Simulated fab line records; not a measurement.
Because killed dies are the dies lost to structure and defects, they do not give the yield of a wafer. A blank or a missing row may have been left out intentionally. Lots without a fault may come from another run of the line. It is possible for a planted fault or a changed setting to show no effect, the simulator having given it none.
What tool caused it? | flow gf180mcu | 14 lots, 42 wafers sampled, at 3 steps of a route of 602

## WHAT THE GAUGES READ, wafer by wafer
GF_V5_THK_MEAS_25: measures by xrf.
lot  | measured     | on            | V5_W_THK (nm)
L288 | day 27 09:59 | film metro-03 | 335 331 331
L289 | day 27 18:17 | film metro-03 | 329 339 338
L290 | day 28 08:43 | film metro-01 | 323 325 322
L291 | day 28 08:54 | film metro-03 | 333 336 331
L292 | day 28 20:16 | film metro-03 | 328 338 328
L293 | day 28 23:23 | film metro-04 | 344 332 337
L298 | day 30 15:50 | film metro-04 | 327 336 335
L301 | day 31 01:56 | film metro-04 | 335 334 336
L304 | day 32 07:17 | film metro-03 | 330 331 331
L306 | day 33 04:21 | film metro-03 | 333 329 337
L308 | day 33 05:09 | film metro-01 | 329 327 331
L309 | day 33 07:27 | film metro-03 | 333 332 334
L310 | day 33 20:53 | film metro-04 | 333 342 343
L311 | day 33 21:11 | film metro-04 | 332 333 335

## TOOL THAT RAN EACH LOT (tool first, then ch and the chambers of the sampled wafers, then the start)
lot  | GF_M4_SPUTTER_04             | GF_V5_CMP_04
L288 | pvd sputter-02, day 22 13:30 | cmp-02 ch 0,1, day 26 11:17
L289 | pvd sputter-04, day 22 22:51 | cmp-01 ch 1,2,3, day 26 20:14
L290 | pvd sputter-04, day 23 09:48 | cmp-01 ch 1,2,3, day 27 05:40
L291 | pvd sputter-04, day 23 14:51 | cmp-01 ch 0,1,2, day 27 11:23
L292 | pvd sputter-04, day 24 04:35 | cmp-01 ch 0,2,3, day 27 23:16
L293 | pvd sputter-01, day 24 07:55 | cmp-02 ch 0,1,2, day 28 02:10
L298 | pvd sputter-01, day 26 07:41 | cmp-02 ch 0,2,3, day 29 20:00
L301 | pvd sputter-01, day 26 19:59 | cmp-02 ch 0,1,3, day 30 07:32
L304 | pvd sputter-02, day 28 04:24 | cmp-01 ch 0,1,3, day 31 13:03
L306 | pvd sputter-02, day 29 05:47 | cmp-01 ch 0,1,3, day 32 10:41
L308 | pvd sputter-04, day 29 08:46 | cmp-02 ch 0,1,3, day 32 11:14
L309 | pvd sputter-04, day 29 11:25 | cmp-01 ch 0,1,2, day 32 14:00
L310 | pvd sputter-01, day 30 00:58 | cmp-02 ch 0,3, day 33 03:49
L311 | pvd sputter-04, day 30 04:18 | cmp-01 ch 0,2, day 33 03:55
- GF_M4_SPUTTER_04: material TiN, target thk 50 nm, time 41.7 s.
- GF_V5_CMP_04: polishes SiO2.

## WHAT THE TOOLS THEMSELVES READ (means of the sampled wafers that have a number; where no wafer has one, the mark that the record gives instead)
GF_M4_SPUTTER_04.
lot  | tool           | throttle valve pct (%)
L288 | pvd sputter-02 | 29.7
L289 | pvd sputter-04 | 29.3
L290 | pvd sputter-04 | 29.7
L291 | pvd sputter-04 | 29.2
L292 | pvd sputter-04 | 29.8
L293 | pvd sputter-01 | 29.9
L298 | pvd sputter-01 | 29.9
L301 | pvd sputter-01 | 28.6
L304 | pvd sputter-02 | 29.7
L306 | pvd sputter-02 | 29.9
L308 | pvd sputter-04 | 29.2
L309 | pvd sputter-04 | 29.9
L310 | pvd sputter-01 | 29.8
L311 | pvd sputter-04 | 29.3

GF_V5_CMP_04.
lot  | tool   | motor current A (A)
L288 | cmp-02 | 13.2
L289 | cmp-01 | 12.4
L290 | cmp-01 | 12.6
L291 | cmp-01 | 12.3
L292 | cmp-01 | 12.3
L293 | cmp-02 | 12.2
L298 | cmp-02 | 12.7
L301 | cmp-02 | 12.8
L304 | cmp-01 | 11.3
L306 | cmp-01 | 11.7
L308 | cmp-02 | 12.8
L309 | cmp-01 | 12.7
L310 | cmp-02 | 13.2
L311 | cmp-01 | 12.2

## THE ANSWER, worked out from the rows above alone
Rule: usual is defined by the lots themselves. Put in order of their means at a reading, lots are off if they are a third of the lots or fewer, leave a main group of 4 or more, and stand apart from it by a gap of 3 or more times the standard deviation of the main group's means; of several such gaps the widest counts. A main group whose means are all the same, to the digits that the tables above print for the reading, isn't used. A lot without any number at a reading at which 4 lots or more have one is off too. Any other lot the step has rows for is counted as sound. First the gauges in route order, then the tools' own readings, where a lot's mean is used as printed above. At the first step where some lot is off, the reading lying furthest off is the one used; lots without a number count as furthest.
Nothing can be told from this: no lot is off at any reading shown.

## WHAT WAS PUT IN BY THE SIMULATOR
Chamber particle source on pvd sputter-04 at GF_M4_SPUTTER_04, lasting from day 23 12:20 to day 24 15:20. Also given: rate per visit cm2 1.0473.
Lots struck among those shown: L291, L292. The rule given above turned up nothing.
